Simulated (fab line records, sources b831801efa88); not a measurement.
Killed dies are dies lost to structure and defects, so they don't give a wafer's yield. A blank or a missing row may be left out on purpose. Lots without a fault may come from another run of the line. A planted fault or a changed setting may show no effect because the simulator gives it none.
fab line records | flow gf180mcu
record lots=5 wafers=15 last_day=32
route steps=602 shown NWELL@48 LVPWELL@54 MVSD@66 MVPSD@78
lots that met no fault: from a run of the same line without faults
start_h: hours from the record's first day to the start of the lot's first wafer shown | wait_h: hours since the lot's step before | " the same as in the row above | L1.1+2: a row that stands for several wafers | - no value, or no start given | * or withheld: withheld | < > ~ a bound
route shown NAME@n: a module of which the file shows steps, and the number in the route of the first | usual: mean/standard deviation of fault-free wafers | same: alike in all rows | chamber/n: place in a boat | sites: the reading at each site | _std_site: their standard deviation | _edge_site: outer sites' mean less inner sites' | radius_mm: how far each site lies from the wafer's centre | mask NAME#n: copy n | behind: the tool/chamber that last shaped the wafer | hold: why the lot was held/for how many hours/how that ended | device: the transistor (n, p or np) that didn't switch | end of line: the same wafers' tests at the end of the route | a step without rows: its recipe alone | killed: dies lost to structure and defects at the first sort, not the wafer's yield | map: a wafer's dies, x killed, . not, _ none there
set.NAME: the setting as run; set.NAME@STEP: as run at that earlier step | model.NAME: the simulator's own value behind a step, which no gauge read
lots at some steps of the route; a table a step, a row a wafer
services: from which hour (start_h, from the record's first day; less than 0 if before it) a tool's chamber was out of use, for how many hours, and why
## steps
# step GF_NWELL_DEVELOP_06
# recipe wall_angle_deg=90 develop_time_s=57.94 dev_temp_c=23
# columns lot.wafer tool chamber start_h wait_h
L074.2+3+6 litho_track-03 0 - -
L077.2+4+5 litho_track-03 0 - -
L081.1+5+6 litho_track-01 0 - -
L086.2+4+6 litho_track-03 0 - -
L087.1+4+6 litho_track-04 0 - -
# step GF_NWELL_OVL_MEAS_07
# usual NWELL_OVL=0.1/1.7
# columns lot.wafer tool chamber start_h wait_h NWELL_OVL[nm]
L074.2 overlay-01 - 57.71 - -0.9
L074.3 " - " " -0.6
L074.6 " - " " -2.5
L077.2 overlay-02 - 73.31 - 0.9
L077.4 " - " " 2.3
L077.5 " - " " 0.0
L081.1 overlay-02 - 94.56 - 1.4
L081.5 " - " " 2.1
L081.6 " - " " 1.6
L086.2 overlay-01 - 119.01 - 1.3
L086.4 " - " " 3.6
L086.6 " - " " 3.6
L087.1 overlay-01 - 122.87 - 2.1
L087.4 " - " " 0.0
L087.6 " - " " -1.8
# step GF_NWELL_IMPLANT_08
# recipe species=P energy_kev=450 dose_cm2=1.5e+13 tilt_deg=0
# usual beam_energy_keV=450.03/0.12 end_station_pressure_torr=5.08e-06/2.9e-07
# columns lot.wafer tool chamber start_h wait_h beam_energy_keV end_station_pressure_torr
L074.2 implanter-03 0 57.76 0.0 450.02 5.21e-06
L074.3 " 0 " " 449.93 4.6e-06
L074.6 " 0 " " 450.19 4.69e-06
L077.2 implanter-01 0 73.36 0.0 450.06 5.26e-06
L077.4 " 0 " " 450.12 4.46e-06
L077.5 " 0 " " 449.90 4.95e-06
L081.1 implanter-03 0 94.59 0.0 450.02 4.62e-06
L081.5 " 0 " " 450.02 4.95e-06
L081.6 " 0 " " 450.05 5.61e-06
L086.2 implanter-04 0 119.06 0.0 450.15 4.9e-06
L086.4 " 0 " " 449.98 4.83e-06
L086.6 " 0 " " 450.24 5.31e-06
L087.1 implanter-04 0 122.90 0.0 449.95 5.02e-06
L087.4 " 0 " " 449.88 4.84e-06
L087.6 " 0 " " 449.95 5.15e-06
# step GF_NWELL_IMPLANT_09
# recipe species=P energy_kev=160 dose_cm2=4e+12 tilt_deg=0
# usual beam_energy_keV=160.00/0.044 end_station_pressure_torr=5.03e-06/2.6e-07
# columns lot.wafer tool chamber start_h wait_h beam_energy_keV end_station_pressure_torr
L074.2 implanter-03 0 57.91 0.1 159.97 5.3e-06
L074.3 " 0 " " 160.01 5.27e-06
L074.6 " 0 " " 160.02 5.29e-06
L077.2 implanter-01 0 73.51 0.1 160.06 4.97e-06
L077.4 " 0 " " 159.98 5.11e-06
L077.5 " 0 " " 159.96 5.21e-06
L081.1 implanter-03 0 94.74 0.1 160.05 5.04e-06
L081.5 " 0 " " 160.02 4.64e-06
L081.6 " 0 " " 159.97 5.27e-06
L086.2 implanter-04 0 119.21 0.1 160.05 5.04e-06
L086.4 " 0 " " 159.96 5.01e-06
L086.6 " 0 " " 160.03 4.81e-06
L087.1 implanter-04 0 123.05 0.1 160.04 5.25e-06
L087.4 " 0 " " 160.01 5.01e-06
L087.6 " 0 " " 159.91 4.72e-06
# step GF_NWELL_STRIP_10
# recipe chemistry=O2/N2 power_w=1400 pressure_mtorr=1500 platen_temp_c=250 o2_flow_sccm=3000 n2_flow_sccm=300 overash_fraction=0.5
# usual drypump_motor_current_A=5.6/0.43 heater_power_w=344/44 n2_flow_sccm=299.9/0.87 oes_product_au=0.722/0.0048 strip_time_to_endpoint_s=37.06/0.11
# columns lot.wafer tool chamber start_h wait_h drypump_motor_current_A heater_power_w n2_flow_sccm oes_product_au rf_hours_counter_h strip_time_to_endpoint_s
L074.2 plasma_asher-01 0 58.04 0.1 5.2 333 300.0 0.720 41 36.92
L074.3 " 1 " " 5.7 321 301.0 0.720 - 37.14
L074.6 " 0 " " 5.2 330 299.2 0.717 - 36.94
L077.2 plasma_asher-02 1 73.64 0.1 6.2 302 299.6 0.727 45 37.06
L077.4 " 1 " " 6.2 309 298.8 0.723 - 37.02
L077.5 " 0 " " 5.7 439 299.4 0.717 - 36.96
L081.1 plasma_asher-01 0 94.89 0.1 5.2 339 298.7 0.722 45 37.28
L081.5 " 0 " " 5.2 344 299.3 0.720 - 37.17
L081.6 " 1 " " 5.7 330 299.5 0.731 - 37.23
L086.2 plasma_asher-02 0 119.34 0.1 5.8 426 299.9 0.725 50 37.18
L086.4 " 0 " " 5.8 426 299.5 0.723 - 36.90
L086.6 " 1 " " 6.2 300 298.8 0.725 - 37.00
L087.1 plasma_asher-01 0 123.20 0.1 5.2 311 301.3 0.722 0 36.94
L087.4 " 0 " " 5.2 323 299.9 0.721 - 37.08
L087.6 " 0 " " 5.2 329 300.1 0.731 - 36.92
# step GF_NWELL_TW_MEAS_11
# usual NWELL_TW=1573/21
# columns lot.wafer tool chamber start_h wait_h NWELL_TW
L074.2 film_metro-01 - 58.15 0.1 1598
L074.3 " - " " 1586
L074.6 " - " " 1585
L077.2 film_metro-01 - 73.75 0.1 1581
L077.4 " - " " 1597
L077.5 " - " " 1582
L081.1 film_metro-01 - 94.99 0.1 1578
L081.5 " - " " 1584
L081.6 " - " " 1578
L086.2 film_metro-01 - 119.45 0.1 1589
L086.4 " - " " 1589
L086.6 " - " " 1584
L087.1 film_metro-02 - 123.30 0.1 1598
L087.4 " - " " 1595
L087.6 " - " " 1586
# step GF_LVPWELL_DEHYDRATE_00
# recipe temp_c=200 time_s=60
# usual plate_temp_C=200.01/0.14
# columns lot.wafer tool chamber start_h wait_h plate_temp_C
L074.2 litho_track-03 0 62.73 4.6 199.86
L074.3 " 0 " " 199.85
L074.6 " 0 " " 199.84
L077.2 litho_track-03 0 79.53 5.8 199.94
L077.4 " 0 " " 200.00
L077.5 " 0 " " 200.14
L081.1 litho_track-02 0 100.89 5.9 200.18
L081.5 " 0 " " 200.07
L081.6 " 0 " " 200.16
L086.2 litho_track-02 0 126.61 7.2 199.93
L086.4 " 0 " " 199.75
L086.6 " 0 " " 199.97
L087.1 litho_track-02 0 130.23 6.9 199.94
L087.4 " 0 " " 199.92
L087.6 " 0 " " 199.84
# step GF_LVPWELL_HMDS_01
# recipe prime_time_s=60 prime_temp_c=120
# columns lot.wafer tool chamber start_h wait_h
L074.2+3+6 litho_track-03 0 62.88 0.1
L077.2+4+5 litho_track-03 0 79.68 0.1
L081.1+5+6 litho_track-02 0 101.04 0.1
L086.2+4+6 litho_track-02 0 126.76 0.1
L087.1+4+6 litho_track-02 0 130.38 0.1
# step GF_LVPWELL_COAT_02
# recipe spin_rpm=2000 resist_thk_nm=3000
# columns lot.wafer tool chamber start_h wait_h
L074.2+3+6 litho_track-03 0 63.03 0.1
L077.2+4+5 litho_track-03 0 79.83 0.1
L081.1+5+6 litho_track-02 0 101.19 0.1
L086.2+4+6 litho_track-02 0 126.91 0.1
L087.1+4+6 litho_track-02 0 130.53 0.1
# step GF_LVPWELL_SOFTBAKE_03
# recipe temp_c=110 time_s=withheld
# usual plate_temp_C=110.03/0.14
# columns lot.wafer tool chamber start_h wait_h plate_temp_C
L074.2 litho_track-03 0 63.18 0.1 110.18
L074.3 " 0 " " 110.02
L074.6 " 0 " " 110.20
L077.2 litho_track-03 0 79.98 0.1 109.72
L077.4 " 0 " " 109.90
L077.5 " 0 " " 109.97
L081.1 litho_track-02 0 101.34 0.1 110.09
L081.5 " 0 " " 110.10
L081.6 " 0 " " 110.03
L086.2 litho_track-02 0 127.07 0.1 109.96
L086.4 " 0 " " 109.98
L086.6 " 0 " " 109.86
L087.1 litho_track-02 0 130.68 0.1 109.92
L087.4 " 0 " " 109.97
L087.6 " 0 " " 110.03
# step GF_LVPWELL_EXPOSE_04
# recipe mask_id=LVPWELL target_cd_nm=600 na=0.6 source_shape=conventional sigma_outer=0.6 dose_mj=260
# columns lot.wafer tool chamber start_h wait_h mask
L074.2+3+6 iline_stepper-01 0 - - LVPWELL#0
L077.2+4+5 iline_stepper-01 0 - - LVPWELL#0
L081.1+5+6 iline_stepper-02 0 - - LVPWELL#0
L086.2+4+6 iline_stepper-02 0 - - LVPWELL#0
L087.1+4+6 iline_stepper-02 0 - - LVPWELL#0
# step GF_LVPWELL_PEB_05
# recipe temp_c=115 time_s=withheld
# usual plate_temp_C=115.01/0.14
# columns lot.wafer tool chamber start_h wait_h plate_temp_C
L074.2 litho_track-03 0 - - 115.19
L074.3 " 0 " " 115.14
L074.6 " 0 " " 115.06
L077.2 litho_track-02 0 - - 114.93
L077.4 " 0 " " 115.02
L077.5 " 0 " " 114.98
L081.1 litho_track-02 0 - - 115.12
L081.5 " 0 " " 115.17
L081.6 " 0 " " 115.12
L086.2 litho_track-03 0 - - 115.17
L086.4 " 0 " " 115.25
L086.6 " 0 " " 115.12
L087.1 litho_track-04 0 - - 114.86
L087.4 " 0 " " 114.97
L087.6 " 0 " " 115.08
# step GF_LVPWELL_DEVELOP_06
# recipe wall_angle_deg=90 develop_time_s=60 dev_temp_c=23
# columns lot.wafer tool chamber start_h wait_h
L074.2+3+6 litho_track-03 0 - -
L077.2+4+5 litho_track-02 0 - -
L081.1+5+6 litho_track-02 0 - -
L086.2+4+6 litho_track-03 0 - -
L087.1+4+6 litho_track-04 0 - -
# step GF_LVPWELL_OVL_MEAS_07
# usual LVPWELL_OVL=-0.1/1.6
# columns lot.wafer tool chamber start_h wait_h LVPWELL_OVL[nm]
L074.2 overlay-01 - 68.81 - 2.4
L074.3 " - " " 1.8
L074.6 " - " " 3.0
L077.2 overlay-01 - 86.24 - 0.9
L077.4 " - " " 0.5
L077.5 " - " " 0.8
L081.1 overlay-01 - 108.69 - -1.8
L081.5 " - " " -0.8
L081.6 " - " " -2.0
L086.2 overlay-02 - 134.91 - -0.2
L086.4 " - " " -3.0
L086.6 " - " " -1.2
L087.1 overlay-02 - 138.67 - 1.1
L087.4 " - " " 0.2
L087.6 " - " " 0.9
# step GF_LVPWELL_IMPLANT_08
# recipe species=B energy_kev=170 dose_cm2=1.5e+13 tilt_deg=0
# usual beam_energy_keV=169.99/0.052 end_station_pressure_torr=5.06e-06/2.7e-07
# columns lot.wafer tool chamber start_h wait_h beam_energy_keV end_station_pressure_torr
L074.2 implanter-02 0 68.86 0.0 169.96 5.18e-06
L074.3 " 0 " " 169.96 5.32e-06
L074.6 " 0 " " 169.93 4.8e-06
L077.2 implanter-01 0 86.30 0.0 169.98 5.13e-06
L077.4 " 0 " " 169.92 4.95e-06
L077.5 " 0 " " 169.96 4.84e-06
L081.1 implanter-02 0 108.72 0.0 169.92 5.07e-06
L081.5 " 0 " " 170.06 5.07e-06
L081.6 " 0 " " 170.00 4.9e-06
L086.2 implanter-01 0 134.96 0.0 169.98 4.82e-06
L086.4 " 0 " " 169.99 4.94e-06
L086.6 " 0 " " 169.99 5.05e-06
L087.1 implanter-02 0 138.70 0.0 170.03 5.34e-06
L087.4 " 0 " " 170.08 4.88e-06
L087.6 " 0 " " 169.96 4.74e-06
# step GF_LVPWELL_IMPLANT_09
# recipe species=B energy_kev=60 dose_cm2=5e+12 tilt_deg=0
# usual beam_energy_keV=59.999/0.016 end_station_pressure_torr=5.02e-06/2.5e-07
# columns lot.wafer tool chamber start_h wait_h beam_energy_keV end_station_pressure_torr
L074.2 implanter-02 0 69.01 0.1 60.024 5.02e-06
L074.3 " 0 " " 60.023 4.84e-06
L074.6 " 0 " " 60.031 4.91e-06
L077.2 implanter-01 0 86.45 0.1 59.962 4.88e-06
L077.4 " 0 " " 59.990 5.36e-06
L077.5 " 0 " " 60.006 5.04e-06
L081.1 implanter-02 0 108.87 0.1 60.041 5.09e-06
L081.5 " 0 " " 60.024 5.35e-06
L081.6 " 0 " " 59.992 4.92e-06
L086.2 implanter-01 0 135.11 0.1 59.969 5.12e-06
L086.4 " 0 " " 59.988 4.94e-06
L086.6 " 0 " " 60.007 5.31e-06
L087.1 implanter-02 0 138.85 0.1 60.010 5.25e-06
L087.4 " 0 " " 60.006 4.96e-06
L087.6 " 0 " " 59.999 4.82e-06
# step GF_LVPWELL_STRIP_10
# recipe chemistry=O2/N2 power_w=1400 pressure_mtorr=1500 platen_temp_c=250 o2_flow_sccm=3000 n2_flow_sccm=300 overash_fraction=0.5
# usual drypump_motor_current_A=5.7/0.54 heater_power_w=320/37 n2_flow_sccm=300.0/0.93 oes_product_au=0.723/0.0044 strip_time_to_endpoint_s=37.06/0.09
# columns lot.wafer tool chamber start_h wait_h drypump_motor_current_A heater_power_w n2_flow_sccm oes_product_au rf_hours_counter_h strip_time_to_endpoint_s
L074.2 plasma_asher-03 1 69.14 0.1 6.6 280 300.1 0.719 35 36.92
L074.3 " 0 " " 5.7 295 300.6 0.720 - 37.03
L074.6 " 0 " " 5.8 291 300.5 0.722 - 37.06
L077.2 plasma_asher-01 1 86.57 0.1 5.7 329 299.8 0.717 44 36.97
L077.4 " 1 " " 5.7 328 301.6 0.722 - 36.96
L077.5 " 1 " " 5.7 331 299.3 0.723 - 37.00
L081.1 plasma_asher-03 0 109.02 0.1 5.8 285 300.1 0.720 39 37.13
L081.5 " 0 " " 5.7 288 299.6 0.725 - 37.05
L081.6 " 1 " " 6.6 282 300.2 0.720 - 37.14
L086.2 plasma_asher-03 0 135.24 0.1 5.7 290 301.9 0.723 42 37.05
L086.4 " 1 " " 6.6 282 300.3 0.724 - 37.02
L086.6 " 0 " " 5.7 293 300.3 0.721 - 36.95
L087.1 plasma_asher-04 1 139.00 0.1 5.9 302 300.2 0.732 34 37.05
L087.4 " 1 " " 6.0 300 299.2 0.723 - 37.14
L087.6 " 0 " " 4.9 384 298.7 0.733 - 37.06
# step GF_LVPWELL_TW_MEAS_11
# usual LVPWELL_TW=558/8.7
# columns lot.wafer tool chamber start_h wait_h LVPWELL_TW
L074.2 film_metro-01 - 69.25 0.1 567
L074.3 " - " " 569
L074.6 " - " " 567
L077.2 film_metro-03 - 86.68 0.1 540
L077.4 " - " " 542
L077.5 " - " " 541
L081.1 film_metro-03 - 109.12 0.1 547
L081.5 " - " " 551
L081.6 " - " " 547
L086.2 film_metro-02 - 135.35 0.1 563
L086.4 " - " " 563
L086.6 " - " " 562
L087.1 film_metro-01 - 139.10 0.1 562
L087.4 " - " " 562
L087.6 " - " " 560
# step GF_MVSD_DEHYDRATE_00
# recipe temp_c=200 time_s=60
# usual plate_temp_C=199.97/0.17
# columns lot.wafer tool chamber start_h wait_h plate_temp_C
L074.2 litho_track-02 0 74.96 5.7 199.94
L074.3 " 0 " " 200.15
L074.6 " 0 " " 200.10
L077.2 litho_track-02 0 92.46 5.8 200.02
L077.4 " 0 " " 199.91
L077.5 " 0 " " 199.86
L081.1 litho_track-04 0 115.22 6.1 199.99
L081.5 " 0 " " 200.03
L081.6 " 0 " " 200.09
L086.2 litho_track-04 0 142.64 7.3 199.55
L086.4 " 0 " " 200.23
L086.6 " 0 " " 200.10
L087.1 litho_track-04 0 146.22 7.1 200.30
L087.4 " 0 " " 200.06
L087.6 " 0 " " 200.05
# step GF_MVSD_HMDS_01
# recipe prime_time_s=60 prime_temp_c=120
# columns lot.wafer tool chamber start_h wait_h
L074.2+3+6 litho_track-02 0 75.11 0.1
L077.2+4+5 litho_track-02 0 92.61 0.1
L081.1+5+6 litho_track-04 0 115.37 0.1
L086.2+4+6 litho_track-04 0 142.79 0.1
L087.1+4+6 litho_track-04 0 146.37 0.1
# step GF_MVSD_COAT_02
# recipe spin_rpm=2000 resist_thk_nm=3000
# columns lot.wafer tool chamber start_h wait_h
L074.2+3+6 litho_track-02 0 75.26 0.1
L077.2+4+5 litho_track-02 0 92.76 0.1
L081.1+5+6 litho_track-04 0 115.52 0.1
L086.2+4+6 litho_track-04 0 142.94 0.1
L087.1+4+6 litho_track-04 0 146.52 0.1
# step GF_MVSD_SOFTBAKE_03
# recipe temp_c=110 time_s=withheld
# usual plate_temp_C=109.99/0.13
# columns lot.wafer tool chamber start_h wait_h plate_temp_C
L074.2 litho_track-02 0 75.42 0.1 110.12
L074.3 " 0 " " 110.01
L074.6 " 0 " " 110.00
L077.2 litho_track-02 0 92.92 0.1 110.04
L077.4 " 0 " " 110.18
L077.5 " 0 " " 110.04
L081.1 litho_track-04 0 115.67 0.1 109.93
L081.5 " 0 " " 110.02
L081.6 " 0 " " 110.11
L086.2 litho_track-04 0 143.10 0.1 109.70
L086.4 " 0 " " 109.96
L086.6 " 0 " " 110.07
L087.1 litho_track-04 0 146.67 0.1 109.88
L087.4 " 0 " " 109.93
L087.6 " 0 " " 110.05
# step GF_MVSD_EXPOSE_04
# recipe mask_id=MVSD target_cd_nm=1000 na=0.6 source_shape=conventional sigma_outer=0.6 dose_mj=260
# columns lot.wafer tool chamber start_h wait_h mask
L074.2+3+6 iline_stepper-02 0 - - MVSD#0
L077.2+4+5 iline_stepper-01 0 - - MVSD#0
L081.1+5+6 iline_stepper-01 0 - - MVSD#0
L086.2+4+6 iline_stepper-02 0 - - MVSD#0
L087.1+4+6 iline_stepper-02 0 - - MVSD#0
# step GF_MVSD_PEB_05
# recipe temp_c=115 time_s=withheld
# usual plate_temp_C=114.99/0.13
# columns lot.wafer tool chamber start_h wait_h plate_temp_C
L074.2 litho_track-04 0 - - 114.86
L074.3 " 0 " " 115.03
L074.6 " 0 " " 114.95
L077.2 litho_track-04 0 - - 115.01
L077.4 " 0 " " 115.01
L077.5 " 0 " " 115.13
L081.1 litho_track-02 0 - - 115.02
L081.5 " 0 " " 114.87
L081.6 " 0 " " 114.87
L086.2 litho_track-02 0 - - 114.92
L086.4 " 0 " " 114.71
L086.6 " 0 " " 114.74
L087.1 litho_track-02 0 - - 114.81
L087.4 " 0 " " 115.18
L087.6 " 0 " " 114.91
# step GF_MVSD_DEVELOP_06
# recipe wall_angle_deg=90 develop_time_s=60 dev_temp_c=23
# columns lot.wafer tool chamber start_h wait_h
L074.2+3+6 litho_track-04 0 - -
L077.2+4+5 litho_track-04 0 - -
L081.1+5+6 litho_track-02 0 - -
L086.2+4+6 litho_track-02 0 - -
L087.1+4+6 litho_track-02 0 - -
# step GF_MVSD_OVL_MEAS_07
# usual MVSD_OVL=0.0/1.2
# columns lot.wafer tool chamber start_h wait_h MVSD_OVL[nm]
L074.2 overlay-01 - 82.02 - -0.6
L074.3 " - " " 0.8
L074.6 " - " " 0.9
L077.2 overlay-02 - 99.97 - -1.7
L077.4 " - " " -1.5
L077.5 " - " " -0.3
L081.1 overlay-01 - 123.18 - 2.1
L081.5 " - " " 2.0
L081.6 " - " " 1.3
L086.2 overlay-02 - 150.99 - 1.2
L086.4 " - " " 0.4
L086.6 " - " " 1.2
L087.1 overlay-02 - 154.73 - -1.2
L087.4 " - " " -0.3
L087.6 " - " " -1.4
# step GF_MVSD_IMPLANT_08
# recipe species=P energy_kev=400 dose_cm2=1.6e+13 tilt_deg=0
# usual beam_energy_keV=400.02/0.12 end_station_pressure_torr=5.06e-06/2.5e-07
# columns lot.wafer tool chamber start_h wait_h beam_energy_keV end_station_pressure_torr
L074.2 implanter-02 0 82.08 0.0 400.04 5.2e-06
L074.3 " 0 " " 399.95 5.36e-06
L074.6 " 0 " " 399.90 4.95e-06
L077.2 implanter-04 0 100.03 0.0 400.10 5.16e-06
L077.4 " 0 " " 400.18 4.92e-06
L077.5 " 0 " " 400.23 5.03e-06
L081.1 implanter-02 0 123.22 0.0 400.08 5.52e-06
L081.5 " 0 " " 400.01 5.09e-06
L081.6 " 0 " " 400.18 5.04e-06
L086.2 implanter-04 0 151.05 0.0 400.00 5.14e-06
L086.4 " 0 " " 400.16 4.78e-06
L086.6 " 0 " " 400.12 4.73e-06
L087.1 implanter-03 0 154.77 0.0 400.11 4.97e-06
L087.4 " 0 " " 400.07 5.01e-06
L087.6 " 0 " " 400.04 5e-06
# step GF_MVSD_IMPLANT_09
# recipe species=P energy_kev=100 dose_cm2=5e+12 tilt_deg=0
# usual beam_energy_keV=99.99/0.033 end_station_pressure_torr=4.98e-06/2.6e-07
# columns lot.wafer tool chamber start_h wait_h beam_energy_keV end_station_pressure_torr
L074.2 implanter-02 0 82.23 0.1 100.02 5.42e-06
L074.3 " 0 " " 100.03 5e-06
L074.6 " 0 " " 100.09 4.93e-06
L077.2 implanter-04 0 100.18 0.1 99.97 5.07e-06
L077.4 " 0 " " 99.95 5.82e-06
L077.5 " 0 " " 99.95 5.14e-06
L081.1 implanter-02 0 123.37 0.1 100.00 5.19e-06
L081.5 " 0 " " 99.97 4.76e-06
L081.6 " 0 " " 99.98 4.64e-06
L086.2 implanter-04 0 151.20 0.1 99.99 4.85e-06
L086.4 " 0 " " 99.98 5.44e-06
L086.6 " 0 " " 100.02 4.91e-06
L087.1 implanter-03 0 154.92 0.1 99.97 4.84e-06
L087.4 " 0 " " 100.04 4.62e-06
L087.6 " 0 " " 99.97 5.11e-06
# step GF_MVSD_STRIP_10
# recipe chemistry=O2/N2 power_w=1400 pressure_mtorr=1500 platen_temp_c=250 o2_flow_sccm=3000 n2_flow_sccm=300 overash_fraction=0.5
# usual drypump_motor_current_A=5.8/0.51 heater_power_w=336/57 n2_flow_sccm=299.9/0.9 oes_product_au=0.722/0.0047 strip_time_to_endpoint_s=37.01/0.1
# columns lot.wafer tool chamber start_h wait_h drypump_motor_current_A heater_power_w n2_flow_sccm oes_product_au rf_hours_counter_h strip_time_to_endpoint_s
L074.2 plasma_asher-04 1 82.35 0.1 5.9 296 299.9 0.718 28 37.01
L074.3 " 0 " " 4.9 386 298.3 0.729 - 36.96
L074.6 " 1 " " 5.9 302 299.8 0.718 - 36.86
L077.2 plasma_asher-04 1 100.30 0.1 5.9 303 302.3 0.720 30 36.99
L077.4 " 1 " " 5.9 304 300.7 0.726 - 36.92
L077.5 " 0 " " 4.9 384 299.0 0.718 - 37.09
L081.1 plasma_asher-02 0 123.52 0.1 5.7 428 300.4 0.739 51 37.08
L081.5 " 0 " " 5.7 421 299.8 0.721 - 37.19
L081.6 " 1 " " 6.2 292 300.1 0.721 - 37.07
L086.2 plasma_asher-02 1 151.32 0.1 6.2 298 300.5 0.727 54 37.06
L086.4 " 0 " " 5.8 432 299.3 0.718 - 36.96
L086.6 " 0 " " 5.7 423 298.5 0.725 - 37.17
L087.1 plasma_asher-02 0 155.07 0.1 5.7 423 299.4 0.721 54 37.00
L087.4 " 1 " " 6.2 295 299.8 0.719 - 37.07
L087.6 " 1 " " 6.2 294 300.6 0.725 - 36.92
# step GF_MVSD_TW_MEAS_11
# usual MVSD_TW=1572/23
# columns lot.wafer tool chamber start_h wait_h MVSD_TW
L074.2 film_metro-01 - 82.46 0.1 1585
L074.3 " - " " 1576
L074.6 " - " " 1585
L077.2 film_metro-03 - 100.41 0.1 1541
L077.4 " - " " 1551
L077.5 " - " " 1549
L081.1 film_metro-01 - 123.62 0.1 1589
L081.5 " - " " 1593
L081.6 " - " " 1590
L086.2 film_metro-02 - 151.43 0.1 1578
L086.4 " - " " 1583
L086.6 " - " " 1573
L087.1 film_metro-01 - 155.17 0.1 1592
L087.4 " - " " 1588
L087.6 " - " " 1590
# step GF_MVPSD_DEHYDRATE_00
# recipe temp_c=200 time_s=60
# usual plate_temp_C=199.99/0.18
# columns lot.wafer tool chamber start_h wait_h plate_temp_C
L074.2 litho_track-03 0 88.08 5.6 200.20
L074.3 " 0 " " 200.02
L074.6 " 0 " " 200.23
L077.2 litho_track-02 0 107.36 6.9 200.06
L077.4 " 0 " " 200.39
L077.5 " 0 " " 200.46
L081.1 litho_track-03 0 130.90 7.3 200.04
L081.5 " 0 " " 199.73
L081.6 " 0 " " 199.87
L086.2 litho_track-02 0 158.91 7.5 200.24
L086.4 " 0 " " 200.07
L086.6 " 0 " " 200.08
L087.1 litho_track-03 0 162.85 7.7 199.92
L087.4 " 0 " " 200.18
L087.6 " 0 " " 200.08
# step GF_MVPSD_HMDS_01
# recipe prime_time_s=60 prime_temp_c=120
# columns lot.wafer tool chamber start_h wait_h
L074.2+3+6 litho_track-03 0 88.23 0.1
L077.2+4+5 litho_track-02 0 107.51 0.1
L081.1+5+6 litho_track-03 0 131.05 0.1
L086.2+4+6 litho_track-02 0 159.06 0.1
L087.1+4+6 litho_track-03 0 163.00 0.1
# step GF_MVPSD_COAT_02
# recipe spin_rpm=2000 resist_thk_nm=2966
# columns lot.wafer tool chamber start_h wait_h
L074.2+3+6 litho_track-03 0 88.38 0.1
L077.2+4+5 litho_track-02 0 107.66 0.1
L081.1+5+6 litho_track-03 0 131.20 0.1
L086.2+4+6 litho_track-02 0 159.21 0.1
L087.1+4+6 litho_track-03 0 163.15 0.1
# step GF_MVPSD_SOFTBAKE_03
# recipe temp_c=110 time_s=withheld
# usual plate_temp_C=110.01/0.13
# columns lot.wafer tool chamber start_h wait_h plate_temp_C
L074.2 litho_track-03 0 88.53 0.1 110.12
L074.3 " 0 " " 110.07
L074.6 " 0 " " 110.25
L077.2 litho_track-02 0 107.82 0.1 109.93
L077.4 " 0 " " 110.14
L077.5 " 0 " " 110.01
L081.1 litho_track-03 0 131.35 0.1 109.64
L081.5 " 0 " " 109.81
L081.6 " 0 " " 109.94
L086.2 litho_track-02 0 159.37 0.1 109.80
L086.4 " 0 " " 109.91
L086.6 " 0 " " 109.94
L087.1 litho_track-03 0 163.30 0.1 109.92
L087.4 " 0 " " 110.03
L087.6 " 0 " " 109.89
# step GF_MVPSD_EXPOSE_04
# recipe mask_id=MVPSD target_cd_nm=1000 na=0.6 source_shape=conventional sigma_outer=0.6 dose_mj=260
# columns lot.wafer tool chamber start_h wait_h mask
L074.2+3+6 iline_stepper-02 0 - - MVPSD#0
L077.2+4+5 iline_stepper-02 0 - - MVPSD#0
L081.1+5+6 iline_stepper-01 0 - - MVPSD#0
L086.2+4+6 iline_stepper-02 0 - - MVPSD#0
L087.1+4+6 iline_stepper-01 0 - - MVPSD#0
# step GF_MVPSD_PEB_05
# recipe temp_c=115 time_s=withheld
# usual plate_temp_C=115.05/0.13
# columns lot.wafer tool chamber start_h wait_h plate_temp_C
L074.2 litho_track-02 0 - - 115.05
L074.3 " 0 " " 115.05
L074.6 " 0 " " 115.03
L077.2 litho_track-02 0 - - 115.16
L077.4 " 0 " " 115.15
L077.5 " 0 " " 114.96
L081.1 litho_track-01 0 - - 115.32
L081.5 " 0 " " 115.24
L081.6 " 0 " " 115.19
L086.2 litho_track-02 0 - - 114.87
L086.4 " 0 " " 114.97
L086.6 " 0 " " 115.11
L087.1 litho_track-03 0 - - 115.07
L087.4 " 0 " " 115.16
L087.6 " 0 " " 115.12
# step GF_MVPSD_DEVELOP_06
# recipe wall_angle_deg=90 develop_time_s=60 dev_temp_c=23
# columns lot.wafer tool chamber start_h wait_h
L074.2+3+6 litho_track-02 0 - -
L077.2+4+5 litho_track-02 0 - -
L081.1+5+6 litho_track-01 0 - -
L086.2+4+6 litho_track-02 0 - -
L087.1+4+6 litho_track-03 0 - -
# step GF_MVPSD_OVL_MEAS_07
# usual MVPSD_OVL=0.3/1.3
# columns lot.wafer tool chamber start_h wait_h MVPSD_OVL[nm]
L074.2 overlay-01 - 95.24 - 1.3
L074.3 " - " " -1.3
L074.6 " - " " -0.8
L077.2 overlay-01 - 114.84 - -0.2
L077.4 " - " " -0.3
L077.5 " - " " 1.8
L081.1 overlay-01 - 139.11 - 0.6
L081.5 " - " " -0.2
L081.6 " - " " -1.7
L086.2 overlay-02 - 168.04 - -0.2
L086.4 " - " " 1.4
L086.6 " - " " 1.7
L087.1 overlay-01 - 171.90 - 0.3
L087.4 " - " " 0.4
L087.6 " - " " -0.1
## services
# columns tool chamber start_h hours kind
implanter-02 - 42.60 1.6 repair
plasma_asher-01 - 63.91 1.0 repair
plasma_asher-04 - 69.10 2.2 repair
implanter-04 - 77.57 8.8 repair
implanter-04 - 87.35 3.8 pm
plasma_asher-02 - 87.36 1.0 repair
implanter-02 - 96.49 5.1 repair
implanter-02 - 101.56 4.2 pm
implanter-02 - 103.64 1.3 repair
plasma_asher-01 - 106.52 1.2 repair
plasma_asher-01 - 108.75 9.0 pm
plasma_asher-01 0 108.75 9.0 vent_cycle
plasma_asher-01 1 108.75 9.0 vent_cycle
plasma_asher-01 0 117.75 - clean
plasma_asher-01 1 117.75 - clean
plasma_asher-03 - 136.85 0.4 repair
## key
fault none
